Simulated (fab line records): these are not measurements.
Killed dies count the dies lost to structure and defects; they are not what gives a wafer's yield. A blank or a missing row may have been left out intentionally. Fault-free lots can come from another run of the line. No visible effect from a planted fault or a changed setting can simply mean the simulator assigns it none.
8D (eight disciplines) problem report, filled in by code / flow sky130 / the parts of the form that need people (team, actions taken, sign-off) are left out

1. WHAT WENT WRONG
SONOS_TUNNEL_TW at SKY_SONOS_TUNNEL_TW_MEAS_12 reads a mean of 224.2 on 6 wafers of 2 lots; wafers without a fault read 197.3 with a standard deviation of 1.3. Relative to the usual mean, that is a shift of +21 standard deviations.
First seen on wafer L704.1, day 16 01:38, on film-metro-04. Wafers with a number at this step in the record: 36, from 12 lots. Rule for "out", or "out of limits": more than 4 standard deviations from the usual mean. All remaining wafers that have a number are taken as sound.

2. WHAT IT IS AND WHAT IT IS NOT
question=which readings at this step | is=SONOS_TUNNEL_TW | is not=-
question=which lots | is=L704, L707 | is not=L690, L693, L694, L695, L698, L699, L703, L709, L710, L713
question=which wafers of those lots | is=all that have a number | is not=-
question=read on which gauges | is=film-metro-04 | is not=film-metro-01, film-metro-02
question=when | is=from day 16 01:38 | is not=up to then (21 sound wafers); but 9 sound wafers of L709, L710, L713 came after

3. WHAT RULES OUT EACH SUSPECT
Counting: a tool at a process step up to the reading stays a suspect if it ran every lot that is out and no sound lot after the first of them.
- the gauge at SKY_SONOS_TUNNEL_TW_MEAS_12 is ruled out. All the wafers that are out were read on film-metro-04, but those of them that SKY_SONOS_TUNNEL_IMPLANT_09 has rows for are out there too, on other tools.
- plasma-asher-01 at SKY_FIELD_ISO_STRIP_16 (strips in O2/N2): kept. All lots that are out passed through it, beginning with L704 at day 5 04:28, and no sound lot followed; its final sound lot before that point was L698 at day 3 22:32.
- implanter-03 at SKY_SONOS_TUNNEL_IMPLANT_09: kept. All lots that are out passed through it, beginning with L704 at day 16 01:13, and no sound lot followed; its final sound lot before that point was L699 at day 14 04:40. Its own dose-ions-cm2, faraday-current-uA readings are out on those wafers.
Left after counting: plasma-asher-01 at SKY_FIELD_ISO_STRIP_16, implanter-03 at SKY_SONOS_TUNNEL_IMPLANT_09.

4. THE CAUSE (what the simulator had put in)
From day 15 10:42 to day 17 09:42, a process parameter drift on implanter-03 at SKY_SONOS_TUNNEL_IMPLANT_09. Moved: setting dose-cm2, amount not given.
This tool is one of the 2 suspects left after counting.

5. THE CHAIN OF EFFECTS, in route order
One row per reading whose mean, taken over the struck wafers that have a number, lies over 3 standard deviations from the usual. Scope: only readings with a usual standard deviation given in the record; hours: median across lots of the time from each lot's start at the first step in this table that gives one to its start at this step; sigmas: change in usual standard deviations.
hours=0; step=SKY_SONOS_TUNNEL_IMPLANT_09; reading=dose-ions-cm2; usual=9.998e+11; on struck wafers=1.612e+12; change=+6.125e+11; sigmas=+99 or more
hours=0; step=SKY_SONOS_TUNNEL_IMPLANT_09; reading=faraday-current-uA; usual=5.64; on struck wafers=9.09; change=+3.45; sigmas=+31
hours=0; step=SKY_SONOS_TUNNEL_TW_MEAS_12; reading=SONOS_TUNNEL_TW; usual=197.3; on struck wafers=224.2; change=+26.9; sigmas=+21
Process steps it contains:
- SKY_SONOS_TUNNEL_IMPLANT_09
Later steps that measure or inspect, where all struck wafers having a row at the step show a number for every such reading and not one has moved that far: SKY_SONOS_ONO_THK_MEAS_05.

6. WHAT WOULD HAVE CAUGHT IT SOONER
Counted from the fault's start at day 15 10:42, it took 15 hours until the first out-of-limits reading at a measuring or inspecting step in this record, taken at day 16 01:38.
The tool's own readings at SKY_SONOS_TUNNEL_IMPLANT_09 were out on every struck wafer that the step has a row for (dose-ions-cm2, faraday-current-uA): an alarm limit on them would have fired on the first of those.
Among the 2 lots that are out, L707 began SKY_SONOS_TUNNEL_IMPLANT_09 on implanter-03 after day 16 01:38. Putting the tool on hold at that point would have spared it.
